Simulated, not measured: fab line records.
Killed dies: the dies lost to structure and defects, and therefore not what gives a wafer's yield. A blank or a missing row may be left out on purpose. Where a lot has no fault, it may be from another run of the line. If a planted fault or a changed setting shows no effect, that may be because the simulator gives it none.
Which tool was responsible? | flow gf180mcu | 24 lots, 72 wafers sampled, at 6 steps of a route of 602

WHAT THE GAUGES READ, wafer by wafer
GF_M4_THK_MEAS_06: measures by xrf. Usual: for M4_ALCU_THK the level is 454 nm and the standard deviation is 5.1.
lot  | measured     | on            | M4_ALCU_THK (nm) | flag
L074 | day 22 15:58 | film-metro-01 | 456 457 449      |
L075 | day 23 08:41 | film-metro-01 | 459 451 454      |
L076 | day 23 14:11 | film-metro-03 | 459 450 447      |
L077 | day 23 23:53 | film-metro-03 | 456 458 458      |
L078 | day 24 06:35 | film-metro-02 | 454 456 456      |
L079 | day 24 19:38 | film-metro-01 | 453 453 454      |
L080 | day 24 23:28 | film-metro-03 | 455 457 450      |
L081 | day 25 18:14 | film-metro-01 | 461 460 457      |
L082 | day 26 00:19 | film-metro-02 | 451 455 452      |
L083 | day 26 01:55 | film-metro-01 | 461 460 462      |
L084 | day 26 12:20 | film-metro-02 | 450 452 452      |
L085 | day 26 14:27 | film-metro-03 | 461 456 454      |
L086 | day 27 01:52 | film-metro-02 | 459 464 460      |
L087 | day 27 11:26 | film-metro-01 | 454 454 454      |
L088 | day 27 20:53 | film-metro-02 | 463 451 456      |
L089 | day 27 22:29 | film-metro-03 | 466 459 460      |
L090 | day 28 06:24 | film-metro-02 | 449 449 447      |
L091 | day 28 11:19 | film-metro-01 | 444 450 447      |
L092 | day 28 23:37 | film-metro-01 | 453 446 444      |
L093 | day 29 01:29 | film-metro-02 | 454 456 452      |
L094 | day 29 07:15 | film-metro-02 | 441 451 441      |
L095 | day 29 17:36 | film-metro-03 | 451 447 455      |
L096 | day 29 20:11 | film-metro-02 | 457 456 461      |
L097 | day 30 01:04 | film-metro-03 | 448 454 453      |

GF_M4_CD_MEAS_14: the cd target is 280 nm. Usual: 279.9 nm for cd-nm, sd 1.1.
lot  | measured     | on        | cd-nm (nm)        | flag
L074 | day 23 14:47 | cd-sem-01 | 280.3 279.8 280.4 |
L075 | day 24 07:04 | cd-sem-01 | 280.6 280.6 280.1 |
L076 | day 24 12:20 | cd-sem-01 | 280.7 279.5 279.3 |
L077 | day 24 22:09 | cd-sem-02 | 280.0 279.9 280.4 |
L078 | day 25 04:26 | cd-sem-01 | 279.3 280.1 279.4 |
L079 | day 25 17:12 | cd-sem-01 | 281.8 280.6 282.0 |
L080 | day 25 20:46 | cd-sem-02 | 279.6 278.5 279.8 |
L081 | day 26 15:13 | cd-sem-02 | 279.4 279.7 279.3 |
L082 | day 26 21:01 | cd-sem-02 | 280.2 280.3 280.5 |
L083 | day 26 23:25 | cd-sem-02 | 278.9 279.0 279.3 |
L084 | day 27 08:36 | cd-sem-02 | 281.2 280.2 280.3 |
L085 | day 27 11:00 | cd-sem-02 | 279.8 280.7 281.2 |
L086 | day 27 21:47 | cd-sem-02 | 280.5 279.9 279.0 |
L087 | day 28 06:52 | cd-sem-02 | 281.0 280.4 280.6 |
L088 | day 28 16:26 | cd-sem-02 | 282.0 282.4 281.4 |
L089 | day 28 18:29 | cd-sem-02 | 279.8 279.0 279.3 |
L090 | day 29 01:57 | cd-sem-02 | 280.1 279.6 279.9 |
L091 | day 29 06:47 | cd-sem-02 | 277.2 278.3 277.6 |
L092 | day 29 18:49 | cd-sem-01 | 281.2 282.2 283.1 |
L093 | day 29 20:07 | cd-sem-02 | 281.1 280.5 281.4 |
L094 | day 30 02:01 | cd-sem-01 | 279.7 279.5 278.8 |
L095 | day 30 12:11 | cd-sem-02 | 277.9 278.4 278.1 |
L096 | day 30 14:14 | cd-sem-02 | 279.2 279.5 279.2 |
L097 | day 30 19:56 | cd-sem-01 | 279.5 280.7 279.9 |

GF_V4_BOW_MEAS_05. Usual: for V4_BOW the level is 134 um and the standard deviation is 7.7.
lot  | measured     | on            | V4_BOW (um) | flag
L074 | day 23 16:17 | film-metro-04 | 138 141 140 |
L075 | day 24 08:29 | film-metro-01 | 145 130 132 |
L076 | day 24 13:44 | film-metro-04 | 141 135 123 |
L077 | day 24 23:44 | film-metro-01 | 135 129 130 |
L078 | day 25 05:53 | film-metro-03 | 126 122 142 |
L079 | day 25 18:44 | film-metro-03 | 139 146 140 |
L080 | day 25 22:09 | film-metro-01 | 132 138 143 |
L081 | day 26 16:38 | film-metro-01 | 131 142 124 |
L082 | day 26 22:44 | film-metro-04 | 133 134 132 |
L083 | day 27 01:01 | film-metro-04 | 128 130 135 |
L084 | day 27 09:59 | film-metro-03 | 124 128 136 |
L085 | day 27 12:23 | film-metro-04 | 139 143 143 |
L086 | day 27 23:51 | film-metro-03 | 138 138 131 |
L087 | day 28 08:14 | film-metro-04 | 143 136 139 |
L088 | day 28 17:49 | film-metro-01 | 132 120 132 |
L089 | day 28 19:53 | film-metro-04 | 138 151 136 |
L090 | day 29 03:25 | film-metro-01 | 130 132 136 |
L091 | day 29 08:18 | film-metro-03 | 130 127 126 |
L092 | day 29 20:12 | film-metro-04 | 134 119 136 |
L093 | day 29 21:37 | film-metro-01 | 128 125 137 |
L094 | day 30 03:25 | film-metro-04 | 134 116 130 |
L095 | day 30 13:35 | film-metro-04 | 140 145 135 |
L096 | day 30 15:37 | film-metro-01 | 124 139 125 |
L097 | day 30 21:19 | film-metro-03 | 141 141 146 |

GF_V4_CD_MEAS_14: the cd target is 260 nm. Usual: 259.8 nm for cd-nm, sd 1.3.
lot  | measured     | on        | cd-nm (nm)        | flag
L074 | day 24 14:57 | cd-sem-01 | 258.9 260.1 259.0 |
L075 | day 25 06:26 | cd-sem-01 | 258.8 259.1 259.7 |
L076 | day 25 12:20 | cd-sem-02 | 258.6 259.6 261.0 |
L077 | day 25 21:08 | cd-sem-02 | 260.4 259.4 260.7 |
L078 | day 26 03:14 | cd-sem-02 | 259.4 260.4 260.7 |
L079 | day 26 15:58 | cd-sem-02 | 257.7 257.8 257.1 |
L080 | day 26 19:38 | cd-sem-02 | 259.6 259.9 260.5 |
L081 | day 27 13:26 | cd-sem-02 | 259.1 259.3 257.8 |
L082 | day 27 19:29 | cd-sem-02 | 260.6 262.2 261.8 |
L083 | day 27 21:25 | cd-sem-02 | 259.7 261.4 259.1 |
L084 | day 28 05:41 | cd-sem-02 | 258.3 258.6 258.9 |
L085 | day 28 08:37 | cd-sem-02 | 260.1 259.5 260.0 |
L086 | day 28 18:50 | cd-sem-02 | 261.4 262.5 263.2 |
L087 | day 29 03:50 | cd-sem-02 | 260.1 260.7 261.0 |
L088 | day 29 13:21 | cd-sem-02 | 261.2 260.8 261.5 |
L089 | day 29 14:28 | cd-sem-01 | 260.2 259.6 261.3 |
L090 | day 29 22:28 | cd-sem-01 | 258.4 258.4 257.3 |
L091 | day 30 03:17 | cd-sem-01 | 259.8 258.4 259.8 |
L092 | day 30 14:29 | cd-sem-01 | 260.3 260.7 261.2 |
L093 | day 30 16:13 | cd-sem-02 | 260.2 258.5 260.8 |
L094 | day 30 22:25 | cd-sem-01 | 260.6 259.5 259.6 |
L095 | day 31 07:57 | cd-sem-01 | 257.0 257.0 257.0 |
L096 | day 31 09:29 | cd-sem-02 | 259.9 260.0 258.9 |
L097 | day 31 15:08 | cd-sem-02 | 261.3 260.4 261.6 |

EACH LOT AND THE TOOL THAT RAN IT (in order: tool; ch and the chambers of the sampled wafers; start)
lot  | GF_V3_CMP_26                  | GF_M4_METAL_ETCH_16
L074 | cmp-01 ch 0,1, day 22 15:19   | rie-metal-01 ch 0,1, day 23 14:56
L075 | cmp-02 ch 0,3, day 23 08:02   | rie-metal-04 ch 0,1, day 24 07:14
L076 | cmp-01 ch 0,1,3, day 23 13:41 | rie-metal-04 ch 0,1, day 24 12:29
L077 | cmp-01 ch 1,3, day 23 23:14   | rie-metal-04 ch 0,1, day 24 22:17
L078 | cmp-01 ch 0,1,2, day 24 06:05 | rie-metal-04 ch 0,1, day 25 04:35
L079 | cmp-02 ch 1,3, day 24 18:58   | rie-metal-01 ch 0, day 25 17:25
L080 | cmp-01 ch 2,3, day 24 22:49   | rie-metal-02 ch 0,1, day 25 20:56
L081 | cmp-01 ch 0,1,3, day 25 17:35 | rie-metal-01 ch 0,1, day 26 15:23
L082 | cmp-01 ch 0,1,3, day 25 23:48 | rie-metal-02 ch 0,1, day 26 21:09
L083 | cmp-02 ch 0,1,3, day 26 01:20 | rie-metal-01 ch 0, day 26 23:39
L084 | cmp-02 ch 0,2,3, day 26 11:46 | rie-metal-01 ch 0,1, day 27 08:44
L085 | cmp-02 ch 2,3, day 26 13:47   | rie-metal-02 ch 0,1, day 27 11:10
L086 | cmp-02 ch 0,2, day 27 01:17   | rie-metal-02 ch 1, day 27 21:56
L087 | cmp-02 ch 0,1,2, day 27 10:47 | rie-metal-02 ch 0,1, day 28 07:01
L088 | cmp-01 ch 0,2, day 27 20:17   | rie-metal-02 ch 0, day 28 16:35
L089 | cmp-01 ch 0,1,3, day 27 21:51 | rie-metal-04 ch 0, day 28 18:39
L090 | cmp-02 ch 1,2, day 28 05:46   | rie-metal-04 ch 0,1, day 29 02:06
L091 | cmp-01 ch 0,2,3, day 28 10:40 | rie-metal-01 ch 1, day 29 06:58
L092 | cmp-01 ch 0,3, day 28 21:53   | rie-metal-02 ch 0,1, day 29 18:59
L093 | cmp-02 ch 0,3, day 29 00:50   | rie-metal-01 ch 0,1, day 29 20:16
L094 | cmp-01 ch 0,1,2, day 29 06:41 | rie-metal-04 ch 0,1, day 30 02:10
L095 | cmp-02 ch 0,1, day 29 16:57   | rie-metal-02 ch 0,1, day 30 12:20
L096 | cmp-02 ch 0,2,3, day 29 19:38 | rie-metal-01 ch 1, day 30 14:22
L097 | cmp-02 ch 1,2,3, day 30 00:28 | rie-metal-01 ch 0, day 30 20:05
- GF_V3_CMP_26: polishes, stops on SiO2, t overpolish 15 s, target thk 0 nm.
- GF_M4_METAL_ETCH_16: etches the open film in Cl2/BCl3, stops on SiO2, target depth 750.8 nm, time 125.1 s.

WHAT THE TOOLS THEMSELVES READ (means of the sampled wafers that have a number; where no wafer has one, the mark that the record gives instead)
GF_V3_CMP_26. Usual: motor-current-A 11.1 A, standard deviation 1.1; overpolish-run-s 15.000 s, standard deviation 0.0094; platen-rpm 60.00 rpm, standard deviation 0.038; retaining-ring-pressure-frac 1.000, standard deviation 0.0052; slurry-flow-ml-min 149.9, standard deviation 0.47; time-to-endpoint-s 87 s, standard deviation 3.7.
lot  | tool   | motor-current-A (A) | overpolish-run-s (s) | platen-rpm (rpm) | retaining-ring-pressure-frac | slurry-flow-ml-min | time-to-endpoint-s (s) | flag
L074 | cmp-01 | 11.1                | 14.999               | 59.99            | 1.003                        | 150.1              | 92                     |
L075 | cmp-02 | 12.2                | 15.005               | 59.98            | 0.999                        | 149.7              | 90                     |
L076 | cmp-01 | 11.0                | 14.993               | 59.99            | 1.000                        | 150.2              | 90                     |
L077 | cmp-01 | 9.9                 | 14.998               | 60.01            | 0.999                        | 149.8              | 91                     |
L078 | cmp-01 | 11.0                | 15.013               | 59.99            | 0.992                        | 149.5              | 88                     |
L079 | cmp-02 | 10.2                | 15.006               | 60.02            | 1.000                        | 150.5              | 87                     |
L080 | cmp-01 | 10.5                | 15.002               | 59.98            | 0.993                        | 150.6              | 85                     |
L081 | cmp-01 | 11.1                | 14.993               | 59.99            | 1.000                        | 150.1              | 87                     |
L082 | cmp-01 | 11.2                | 15.006               | 59.98            | 1.006                        | 149.8              | 88                     |
L083 | cmp-02 | 11.5                | 14.992               | 60.00            | 0.998                        | 149.4              | 88                     |
L084 | cmp-02 | 11.8                | 15.008               | 59.99            | 1.001                        | 149.7              | 81                     |
L085 | cmp-02 | 11.0                | 15.000               | 59.99            | 0.998                        | 149.9              | 84                     |
L086 | cmp-02 | 12.3                | 14.995               | 59.98            | 1.003                        | 149.3              | 86                     |
L087 | cmp-02 | 11.2                | 14.988               | 60.01            | 0.999                        | 150.0              | 86                     |
L088 | cmp-01 | 12.2                | 14.991               | 60.01            | 0.997                        | 150.0              | 82                     |
L089 | cmp-01 | 11.5                | 15.002               | 60.03            | 0.999                        | 150.0              | 87                     |
L090 | cmp-02 | 10.0                | 15.001               | 60.01            | 1.001                        | 149.7              | 86                     |
L091 | cmp-01 | 11.3                | 15.002               | 60.00            | 1.000                        | 149.6              | 81                     |
L092 | cmp-01 | 11.2                | 14.995               | 59.99            | 1.001                        | 150.3              | 85                     |
L093 | cmp-02 | 12.2                | 15.007               | 59.98            | 1.000                        | 150.0              | 82                     |
L094 | cmp-01 | 11.4                | 15.004               | 59.99            | 1.001                        | 149.6              | 90                     |
L095 | cmp-02 | 12.1                | 15.003               | 60.00            | 1.004                        | 149.9              | 85                     |
L096 | cmp-02 | 11.9                | 14.997               | 59.98            | 0.998                        | 150.5              | 85                     |
L097 | cmp-02 | 10.4                | 15.009               | 60.01            | 0.997                        | 150.4              | 84                     |

GF_M4_METAL_ETCH_16. Usual: drypump-motor-current-A 5.5 A, standard deviation 0.42; oes-product-au 0.989 a.u., standard deviation 0.0098; rf-fwd-power-W 795.8 W, standard deviation 2.9; throttle-valve-pct 28.231 %, standard deviation 0.013.
lot  | tool         | drypump-motor-current-A (A) | oes-product-au (a.u.) | rf-fwd-power-W (W) | throttle-valve-pct (%) | flag
L074 | rie-metal-01 | 5.7                         | 0.995                 | 796.3              | 28.222                 |
L075 | rie-metal-04 | 5.1                         | 0.975                 | 797.4              | 28.249                 |
L076 | rie-metal-04 | 5.1                         | 0.986                 | 796.5              | 28.241                 |
L077 | rie-metal-04 | 5.1                         | 0.992                 | 798.5              | 28.238                 |
L078 | rie-metal-04 | 5.1                         | 0.976                 | 795.4              | 28.252                 |
L079 | rie-metal-01 | 5.7                         | 0.998                 | 789.9              | 28.224                 |
L080 | rie-metal-02 | 5.7                         | 0.986                 | 794.1              | 28.231                 |
L081 | rie-metal-01 | 5.8                         | 0.995                 | 793.2              | 28.227                 |
L082 | rie-metal-02 | 5.3                         | 0.994                 | 796.2              | 28.222                 |
L083 | rie-metal-01 | 5.7                         | 0.997                 | 797.2              | 28.224                 |
L084 | rie-metal-01 | 5.8                         | 0.994                 | 793.0              | 28.230                 |
L085 | rie-metal-02 | 5.6                         | 0.989                 | 798.6              | 28.232                 |
L086 | rie-metal-02 | 4.9                         | 0.997                 | 799.0              | 28.227                 |
L087 | rie-metal-02 | 5.6                         | 1.000                 | 796.2              | 28.225                 |
L088 | rie-metal-02 | 6.1                         | 0.993                 | 793.6              | 28.217                 |
L089 | rie-metal-04 | 5.1                         | 0.992                 | 798.7              | 28.221                 |
L090 | rie-metal-04 | 5.1                         | 0.981                 | 797.8              | 28.239                 |
L091 | rie-metal-01 | 5.8                         | 0.996                 | 798.2              | 28.221                 |
L092 | rie-metal-02 | 5.3                         | 0.995                 | 794.6              | 28.223                 |
L093 | rie-metal-01 | 5.7                         | 0.986                 | 795.4              | 28.229                 |
L094 | rie-metal-04 | 5.1                         | 0.991                 | 794.2              | 28.218                 |
L095 | rie-metal-02 | 5.6                         | 0.994                 | 794.3              | 28.235                 |
L096 | rie-metal-01 | 5.8                         | 0.995                 | 795.9              | 28.232                 |
L097 | rie-metal-01 | 5.7                         | 0.985                 | 792.0              | 28.234                 |

THE ANSWER, worked out from the rows above alone
Rule: take the mean of a lot's wafers that have a number; if it is more than 3 standard deviations from the usual mean, the lot is off. Also off: a lot with no number at a reading for which 4 or more lots have one. All remaining lots with rows at the step are treated as sound. The gauges are gone through in route order, then the tools' own readings, and for those a lot's mean is taken as printed above. The first step at which some lot is off is used, and at that step the reading that is off furthest; a lot without a number counts as furthest.
No lot is off at any reading shown: from this, nothing can be told.

WHAT THE SIMULATOR PUT IN
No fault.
